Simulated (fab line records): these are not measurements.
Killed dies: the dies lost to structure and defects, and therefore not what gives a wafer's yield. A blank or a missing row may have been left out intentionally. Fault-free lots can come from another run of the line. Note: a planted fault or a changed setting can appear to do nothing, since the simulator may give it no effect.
Which tool is to blame?	flow gf180mcu	6 lots (18 wafers sampled), 1 step of a 602-step route

== WHAT THE GAUGES READ, wafer by wafer ==
GF_CONTACT_THK_MEAS_03.
lot	measured	on	CONTACT_CVD_02_THK (nm)
L450	day 17 07:15	film-metro-01	844 872 868
L452	day 18 07:52	film-metro-03	853 853 866
L456	day 19 16:47	film-metro-02	845 835 838
L458	day 20 11:26	film-metro-01	876 865 864
L460	day 21 06:16	film-metro-02	849 862 867
L465	day 22 15:11	film-metro-01	852 872 863

== EACH LOT AND THE TOOL THAT RAN IT (in order: tool; ch and the chambers of the sampled wafers; start) ==
The record shows no process step preceding these readings.

== THE ANSWER, worked out from the rows above alone ==
Rule: usual is defined by the lots themselves. Put in order of their means at a reading, lots are off if they are a third of the lots or fewer, leave a main group of 4 or more, and stand apart from it by a gap of 3 or more times the standard deviation of the main group's means; of several such gaps the widest counts. A main group is skipped when, at the precision printed for the reading in the tables above, its means are all equal. Also off: a lot with no number at a reading for which 4 or more lots have one. Any other lot the step has rows for is counted as sound.
Off: at GF_CONTACT_THK_MEAS_03 (CONTACT_CVD_02_THK), L456. For the main group the mean is 862 nm and the standard deviation 3.7.
A tool fits if, at a process step before that reading, it ran every lot that is off, and no sound lot after the first of them. The gauges at GF_CONTACT_THK_MEAS_03 are tried like those tools. Not one of the candidates tried fits.

== WHAT THE SIMULATOR HAD PUT IN ==
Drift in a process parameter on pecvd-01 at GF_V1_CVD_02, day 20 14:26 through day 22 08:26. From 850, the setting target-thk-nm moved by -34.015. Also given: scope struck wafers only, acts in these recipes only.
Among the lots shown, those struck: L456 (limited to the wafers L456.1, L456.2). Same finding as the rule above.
